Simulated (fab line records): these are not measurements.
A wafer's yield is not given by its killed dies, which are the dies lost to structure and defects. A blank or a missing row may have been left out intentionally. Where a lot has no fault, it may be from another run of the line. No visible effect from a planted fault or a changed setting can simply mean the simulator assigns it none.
Struck lot and sound lot, side by side + flow sfq-line + 14 steps out of a route of 325
Sound: these wafers, L291.2, L291.5, L291.6. Struck: wafer L296.3. (L296.2, L296.6 of the same lot were not struck and are left out.) The cause comes at the end.
Per side, at each step with rows, come the tool, then ch with its chambers, and then its first start. Under that, the readings that differ: sound wafers + struck wafers + difference of the means + sigmas: that difference in standard deviations of wafers without a fault.
alike: readings whose means differ by less than 2 such deviations, and words and numbers that are the same on both sides. not compared: withheld readings, readings that some wafer has no value for, bounds like >300 that may hide the same value, and numbers for which the record gives no deviation and whose values overlap.
The two part at a step that has a row with sigmas, a row that says differs or no value, or rows on one side only. Numbers that don't overlap but have no deviation are shown without sigmas and don't part them. Lack of a reading on every wafer of one side parts them only where that side has two or more wafers.

first, 6 steps without rows for these wafers: SFQ_TRILAYER_M3_LITHO_COAT_080 (resist thk 62 nm); SFQ_TRILAYER_M3_LITHO_COAT_075 (resist thk 600 nm); SFQ_TRILAYER_M3_LITHO_SOFTBAKE_079; SFQ_TRILAYER_M3_LITHO_EXPOSE_076 (exposes mask M3, target cd 500 nm); SFQ_TRILAYER_M3_LITHO_PEB_078 (peb time 60 s); SFQ_TRILAYER_M3_LITHO_DEVELOP_077 (time 60 s).
SFQ_M3_OVL_MEAS_921:
  sound on overlay-01 at day 31 09:51; struck on overlay-01 at day 33 12:04
  alike: M3_OVL
SFQ_TRILAYER_M3_BARC_OPEN_METAL_ETCH_100: etches BARC in O2, target depth 125 nm, time 41.7 s.
  sound on rie-metal-04 ch 0, day 31 09:54; struck on rie-metal-04 ch 1, day 33 12:06
  alike: chamber-pressure-mTorr, drypump-motor-current-A, oes-product-au
  not compared: rf-hours-counter-h
SFQ_TRILAYER_M3_ETCH_METAL_ETCH_078: etches Nb in Cl2/Ar, stops on SiO2, target depth 240 nm, time 120 s.
  sound on rie-metal-04 ch 0, day 31 10:02; struck on rie-metal-04 ch 1, day 33 12:10
  alike: chamber-pressure-mTorr, drypump-motor-current-A, oes-product-au
  not compared: rf-hours-counter-h
SFQ_TRILAYER_M3_STRIP_STRIP_079: strips in O2.
  sound on rie-metal-04 ch 0, day 31 10:27; struck on rie-metal-04 ch 1, day 33 12:17
| reading               | sound             | struck | difference | sigmas |
|-----------------------|-------------------|--------|------------|--------|
| oes-product-au (a.u.) | 1.008 1.003 1.013 | 0.986  | -0.022     | -2     |
  alike: chamber-pressure-mTorr, drypump-motor-current-A
  not compared: rf-hours-counter-h
then, 1 step without rows for these wafers: SFQ_TRILAYER_M3_STRIP_SOLV_CLEAN_080 (cleans in NMP, time 600 s).
SFQ_TRILAYER_I3_DEP_PECVD_081: deposits SiO2 from SiH4/N2O, time 111.11 s, target thk 500 nm.
  sound on pecvd-01 ch 0,1,2, day 31 11:37; struck on pecvd-03 ch 1, day 33 13:04
  alike: heater-power-w, throttle-valve-pct
SFQ_TRILAYER_I3_CMP_CMP_082: polishes SiO2.
  sound on cmp-02 ch 0,1, day 32 11:32; struck on cmp-02 ch 2, day 34 17:02
| reading                | sound             | struck | difference | sigmas      |
|------------------------|-------------------|--------|------------|-------------|
| platen-rpm (rpm)       | 60.02 60.02 59.99 | 65.99  | +5.98      | +99 or more |
| time-to-endpoint-s (s) | 209 224 224       | 194    | -25        | -3          |
  alike: motor-current-A, slurry-filter-dp-kPa, slurry-flow-ml-min
SFQ_I3_BOW_MEAS_922:
  sound on film-metro-04 at day 32 14:03; struck on film-metro-04 at day 34 20:03
  alike: I3_BOW

## WHERE THEY PART
Earliest at SFQ_TRILAYER_M3_STRIP_STRIP_079; latest, in this record, at SFQ_TRILAYER_I3_CMP_CMP_082. Later steps at which nothing parts them and some readings are alike: SFQ_I3_BOW_MEAS_922.

WHY: what had been put in by the simulator
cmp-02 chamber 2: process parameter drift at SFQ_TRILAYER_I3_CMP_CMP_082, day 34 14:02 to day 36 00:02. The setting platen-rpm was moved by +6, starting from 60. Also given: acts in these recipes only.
